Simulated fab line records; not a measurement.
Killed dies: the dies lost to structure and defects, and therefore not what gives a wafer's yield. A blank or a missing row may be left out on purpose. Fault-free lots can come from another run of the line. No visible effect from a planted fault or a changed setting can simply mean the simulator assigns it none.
Split-lot experiment / flow gf180mcu / 23 wafers read from 5 lots, route of 602 steps

== ON THE SPLIT ==
At GF_M2_SPUTTER_04 (material TiN, target thk 50 nm, time 41.7 s), the setting time s was moved away from the recipe's 41.7 s on 8 of the 23 wafers read, by +4.5% to +11.9%. The other wafers ran this setting at the recipe's value.

The reading is taken at the split's own step.

== THE READING ==
TiN_of_M2_SPUTTER_04.thk nm (the simulator's own value, which no gauge read), in nm, at GF_M2_SPUTTER_04 (material TiN, target thk 50 nm, time 41.7 s). No usual value for it is given in the file. Average 49.75 nm, standard deviation 0.62 nm, over the 15 wafers here run with the recipe.

wafer=L074.1; tool, chamber at the split=pvd sputter-04, -; time s as run, s=41.7; against the recipe=recipe; TiN_of_M2_SPUTTER_04.thk nm, nm=50.51; against lot-mates on the recipe=-
wafer=L074.2; tool, chamber at the split=pvd sputter-04, -; time s as run, s=41.7; against the recipe=recipe; TiN_of_M2_SPUTTER_04.thk nm, nm=50.28; against lot-mates on the recipe=-
wafer=L074.6; tool, chamber at the split=pvd sputter-04, -; time s as run, s=41.7; against the recipe=recipe; TiN_of_M2_SPUTTER_04.thk nm, nm=50.86; against lot-mates on the recipe=-
wafer=L078.1; tool, chamber at the split=pvd sputter-02, -; time s as run, s=43.59; against the recipe=+4.5%; TiN_of_M2_SPUTTER_04.thk nm, nm=51.75; against lot-mates on the recipe=+2.40
wafer=L078.2; tool, chamber at the split=pvd sputter-02, -; time s as run, s=43.59; against the recipe=+4.5%; TiN_of_M2_SPUTTER_04.thk nm, nm=51.55; against lot-mates on the recipe=+2.20
wafer=L078.4; tool, chamber at the split=pvd sputter-02, -; time s as run, s=43.59; against the recipe=+4.5%; TiN_of_M2_SPUTTER_04.thk nm, nm=51.85; against lot-mates on the recipe=+2.50
wafer=L078.5; tool, chamber at the split=pvd sputter-02, -; time s as run, s=41.7; against the recipe=recipe; TiN_of_M2_SPUTTER_04.thk nm, nm=49.27; against lot-mates on the recipe=-
wafer=L078.6; tool, chamber at the split=pvd sputter-02, -; time s as run, s=41.7; against the recipe=recipe; TiN_of_M2_SPUTTER_04.thk nm, nm=49.43; against lot-mates on the recipe=-
wafer=L080.2; tool, chamber at the split=pvd sputter-04, -; time s as run, s=46.54; against the recipe=+11.6%; TiN_of_M2_SPUTTER_04.thk nm, nm=55.2; against lot-mates on the recipe=+6.01
wafer=L080.3; tool, chamber at the split=pvd sputter-04, -; time s as run, s=46.54; against the recipe=+11.6%; TiN_of_M2_SPUTTER_04.thk nm, nm=54.4; against lot-mates on the recipe=+5.21
wafer=L080.4; tool, chamber at the split=pvd sputter-04, -; time s as run, s=41.7; against the recipe=recipe; TiN_of_M2_SPUTTER_04.thk nm, nm=49.77; against lot-mates on the recipe=-
wafer=L080.5; tool, chamber at the split=pvd sputter-04, -; time s as run, s=41.7; against the recipe=recipe; TiN_of_M2_SPUTTER_04.thk nm, nm=48.61; against lot-mates on the recipe=-
wafer=L080.6; tool, chamber at the split=pvd sputter-04, -; time s as run, s=46.54; against the recipe=+11.6%; TiN_of_M2_SPUTTER_04.thk nm, nm=55.6; against lot-mates on the recipe=+6.41
wafer=L081.1; tool, chamber at the split=pvd sputter-02, -; time s as run, s=41.7; against the recipe=recipe; TiN_of_M2_SPUTTER_04.thk nm, nm=49.29; against lot-mates on the recipe=-
wafer=L081.3; tool, chamber at the split=pvd sputter-02, -; time s as run, s=41.7; against the recipe=recipe; TiN_of_M2_SPUTTER_04.thk nm, nm=49.04; against lot-mates on the recipe=-
wafer=L081.4; tool, chamber at the split=pvd sputter-02, -; time s as run, s=41.7; against the recipe=recipe; TiN_of_M2_SPUTTER_04.thk nm, nm=49.1; against lot-mates on the recipe=-
wafer=L081.5; tool, chamber at the split=pvd sputter-02, -; time s as run, s=46.67; against the recipe=+11.9%; TiN_of_M2_SPUTTER_04.thk nm, nm=55.14; against lot-mates on the recipe=+6.00
wafer=L081.6; tool, chamber at the split=pvd sputter-02, -; time s as run, s=46.67; against the recipe=+11.9%; TiN_of_M2_SPUTTER_04.thk nm, nm=55.25; against lot-mates on the recipe=+6.11
wafer=L085.1; tool, chamber at the split=pvd sputter-01, -; time s as run, s=41.7; against the recipe=recipe; TiN_of_M2_SPUTTER_04.thk nm, nm=49.92; against lot-mates on the recipe=-
wafer=L085.2; tool, chamber at the split=pvd sputter-01, -; time s as run, s=41.7; against the recipe=recipe; TiN_of_M2_SPUTTER_04.thk nm, nm=49.69; against lot-mates on the recipe=-
wafer=L085.3; tool, chamber at the split=pvd sputter-01, -; time s as run, s=41.7; against the recipe=recipe; TiN_of_M2_SPUTTER_04.thk nm, nm=50.43; against lot-mates on the recipe=-
wafer=L085.4; tool, chamber at the split=pvd sputter-01, -; time s as run, s=41.7; against the recipe=recipe; TiN_of_M2_SPUTTER_04.thk nm, nm=49.7; against lot-mates on the recipe=-
wafer=L085.6; tool, chamber at the split=pvd sputter-01, -; time s as run, s=41.7; against the recipe=recipe; TiN_of_M2_SPUTTER_04.thk nm, nm=50.38; against lot-mates on the recipe=-

THE FIT
A straight line over all 23 wafers: TiN_of_M2_SPUTTER_04.thk nm changes by +0.457 nm for each +1% of time s; r = +0.97; the points scatter about the line by 0.56 nm.
The same after taking each lot's own level away (the mean of its wafers on the recipe; 23 wafers): +0.507 nm for each +1%; r = +0.99; scatter 0.33 nm.
According to that fit, moving time s by its largest amount changes the reading by 6 nm.
From 49.143 to 50.550 nm: that is the span of the lots' own levels, equal to 2.3 times the standard deviation above.
Thus the slope moves with the lot-to-lot level: the two fits are different.
Check: +6.07 nm against its lot-mates is what the line predicts for one of the wafers moved furthest among these (+11.9%) when that wafer is left out of the fit. Against them it came out at +6 nm.

== ADDITIONAL SPLITS CARRIED BY THESE WAFERS ==
These wafers also went through other splits before the reading. Each is held against what the fit with the lots' levels taken away leaves over:
other split on the same wafers=GF_CONTACT_DEVELOP_13 dev temp c; wafers away from the commonest value=7; r with TiN_of_M2_SPUTTER_04.thk nm (lot level and that fit taken away)=+0.35
other split on the same wafers=GF_M1_SPUTTER_04 time s; wafers away from the commonest value=11; r with TiN_of_M2_SPUTTER_04.thk nm (lot level and that fit taken away)=-0.18
other split on the same wafers=GF_M1_PEB_12 peb temp c; wafers away from the commonest value=12; r with TiN_of_M2_SPUTTER_04.thk nm (lot level and that fit taken away)=+0.07
other split on the same wafers=GF_M2_SPUTTER_00 chamber pressure pa; wafers away from the commonest value=15; r with TiN_of_M2_SPUTTER_04.thk nm (lot level and that fit taken away)=-0.01

== THE FILE'S OWN FIT ==
TiN_of_M2_SPUTTER_04.thk nm changes by +0.508 nm for each +1% of time s, r = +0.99.
